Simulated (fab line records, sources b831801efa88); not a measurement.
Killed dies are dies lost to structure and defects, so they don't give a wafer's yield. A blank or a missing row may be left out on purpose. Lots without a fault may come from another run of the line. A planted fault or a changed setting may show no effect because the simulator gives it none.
One fault seen from 2 desks | flow sfq_line | each desk has only its own numbers; what lay behind them comes last

THE METROLOGY DESK
What the gauges read, lot by lot, whatever tool the lot ran on: means of the sampled wafers that have a number. A lot is out of limits, marked OUT, if its mean lies more than 4 standard deviations from the usual mean; the brackets give that distance.
Columns: A = M0_OVL at SFQ_M0_OVL_MEAS_906, usual 2 nm
lot  | first seen here | A
L164 | day 5 14:51     | 0
L168 | day 6 16:01     | -6
L178 | day 11 00:43    | -1
L179 | day 11 03:07    | 7
L180 | day 11 07:56    | 3
L184 | day 12 19:29    | 2
This desk's finding: nothing out of limits on any of the 6 lots.

THE TOOL OWNER'S DESK: pecvd-02
The tool's own readings at SFQ_TRILAYER_I0_DEP_PECVD_027 (deposits SiO2 from SiH4/N2O, time 111.11 s, target thk 500 nm): means of the sampled wafers that have a number, for each lot that ran on this tool. A lot is out of limits, marked OUT, if its mean lies more than 4 standard deviations from the usual mean; the brackets give that distance.
Columns: A = heater_power_w at SFQ_TRILAYER_I0_DEP_PECVD_027, usual 83 W; B = rf_fwd_power_W at SFQ_TRILAYER_I0_DEP_PECVD_027, usual 182.2 W; C = throttle_valve_pct at SFQ_TRILAYER_I0_DEP_PECVD_027, usual 24.6 %
lot  | first seen here | A  | B               | C
L164 | day 5 15:50     | 89 | 182.0           | 24.1
L178 | day 11 01:44    | 83 | 211.5 (+50) OUT | 24.2
L180 | day 11 08:55    | 79 | 211.2 (+49) OUT | 24.3
This desk's finding: out of limits on L178, L180; first on L178, day 11 01:44 (rf_fwd_power_W at SFQ_TRILAYER_I0_DEP_PECVD_027). In limits: L164.

PUT TOGETHER
The tool owner's desk could have raised an alarm at day 11 01:44, on L178, L180.
The metrology desk saw nothing out of limits.
The metrology desk has L178, L180 on record, within its limits.
Of the lots named, all ran SFQ_TRILAYER_I0_DEP_PECVD_027 on pecvd-02.

WHAT THE SIMULATOR HAD PUT IN
Process parameter drift: pecvd-02, from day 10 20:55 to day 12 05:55, at SFQ_TRILAYER_I0_DEP_PECVD_027. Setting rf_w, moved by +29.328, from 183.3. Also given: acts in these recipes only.
Lots struck among those shown: L178, L180.
Hours from the fault's start to each desk's first reading out of limits: the tool owner's desk, 5.
